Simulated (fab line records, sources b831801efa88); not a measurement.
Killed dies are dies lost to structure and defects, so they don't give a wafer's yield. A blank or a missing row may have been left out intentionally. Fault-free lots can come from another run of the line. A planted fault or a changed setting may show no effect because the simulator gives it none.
Split-lot experiment | flow sky130 | on a route of 708 steps: 5 lots, 23 wafers read

## THE SPLIT ITSELF
At SKY_METAL5_SPUTTER_00 (material Ti, target thk 15 nm, time 10 s), the setting power-w was moved away from the recipe's 3000 W on 10 of the 23 wafers read, by -5.1% to +11.3%. For the rest of the wafers, this setting stayed at what the recipe calls for.

The reading comes from the split's own step.

## THE READING
Ti_of_METAL5_SPUTTER_00.thk-nm (the simulator's own value, which no gauge read), in nm, at SKY_METAL5_SPUTTER_00 (material Ti, target thk 15 nm, time 10 s). The file does not state a usual value for it. Here, 13 wafers ran the recipe; their average is 14.93 nm with a standard deviation of 0.18 nm.

wafer  | tool, chamber at the split | power-w as run, W | against the recipe | Ti_of_METAL5_SPUTTER_00.thk-nm, nm | against lot-mates on the recipe
L074.1 | pvd-sputter-03, -          | 3179              | +6.0%              | 15.72                              | +0.84
L074.2 | pvd-sputter-03, -          | 3000              | recipe             | 14.74                              | -
L074.3 | pvd-sputter-03, -          | 3179              | +6.0%              | 15.92                              | +1.04
L074.4 | pvd-sputter-03, -          | 3179              | +6.0%              | 15.61                              | +0.72
L074.6 | pvd-sputter-03, -          | 3000              | recipe             | 15.03                              | -
L076.2 | pvd-sputter-03, -          | 3000              | recipe             | 15.12                              | -
L076.3 | pvd-sputter-03, -          | 2882              | -3.9%              | 14.48                              | -0.67
L076.4 | pvd-sputter-03, -          | 2882              | -3.9%              | 14.46                              | -0.69
L076.5 | pvd-sputter-03, -          | 3000              | recipe             | 15.08                              | -
L076.6 | pvd-sputter-03, -          | 3000              | recipe             | 15.25                              | -
L078.1 | pvd-sputter-02, -          | 3338              | +11.3%             | 16.88                              | +1.90
L078.2 | pvd-sputter-02, -          | 3338              | +11.3%             | 16.62                              | +1.64
L078.3 | pvd-sputter-02, -          | 3000              | recipe             | 15.07                              | -
L078.4 | pvd-sputter-02, -          | 3338              | +11.3%             | 16.56                              | +1.58
L078.6 | pvd-sputter-02, -          | 3000              | recipe             | 14.88                              | -
L080.2 | pvd-sputter-03, -          | 3000              | recipe             | 14.83                              | -
L080.4 | pvd-sputter-03, -          | 3000              | recipe             | 15.07                              | -
L080.6 | pvd-sputter-03, -          | 3000              | recipe             | 14.8                               | -
L084.1 | pvd-sputter-02, -          | 3000              | recipe             | 14.72                              | -
L084.2 | pvd-sputter-02, -          | 2848              | -5.1%              | 14.14                              | -0.58
L084.3 | pvd-sputter-02, -          | 3000              | recipe             | 14.66                              | -
L084.4 | pvd-sputter-02, -          | 3000              | recipe             | 14.78                              | -
L084.6 | pvd-sputter-02, -          | 2848              | -5.1%              | 13.97                              | -0.75

FIT RESULTS
A straight line over all 23 wafers: Ti_of_METAL5_SPUTTER_00.thk-nm changes by +0.152 nm for each +1% of power-w; r = +0.98; the points scatter about the line by 0.17 nm.
The same after taking each lot's own level away (the mean of its wafers on the recipe; 23 wafers): +0.15 nm for each +1%; r = +0.99; scatter 0.12 nm.
That fit puts the effect of the largest move of power-w on the reading at 1.7 nm.
The lots' own levels span 14.720 to 15.150 nm, that is 2.4 times the standard deviation above.
Hence the lot-to-lot level has little effect on the slope; both slopes agree.
Check: for one of the wafers moved furthest among these (+11.3%), held out of the fit, the line's prediction against its lot-mates is +1.62 nm. It came out at +1.9 nm against them.

## OTHER SPLITS APPLIED TO THESE WAFERS
Before the reading, these wafers also passed through other splits. Each is held against what the fit with the lots' levels taken away leaves over:
other split on the same wafers | wafers away from the commonest value | r with Ti_of_METAL5_SPUTTER_00.thk-nm (lot level and that fit taken away)
SKY_VIA4_CVD_18 temp-c         | 8                                    | -0.33

## THE FILE'S OWN FIT
Ti_of_METAL5_SPUTTER_00.thk-nm changes by +0.15 nm for each +1% of power-w, r = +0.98.
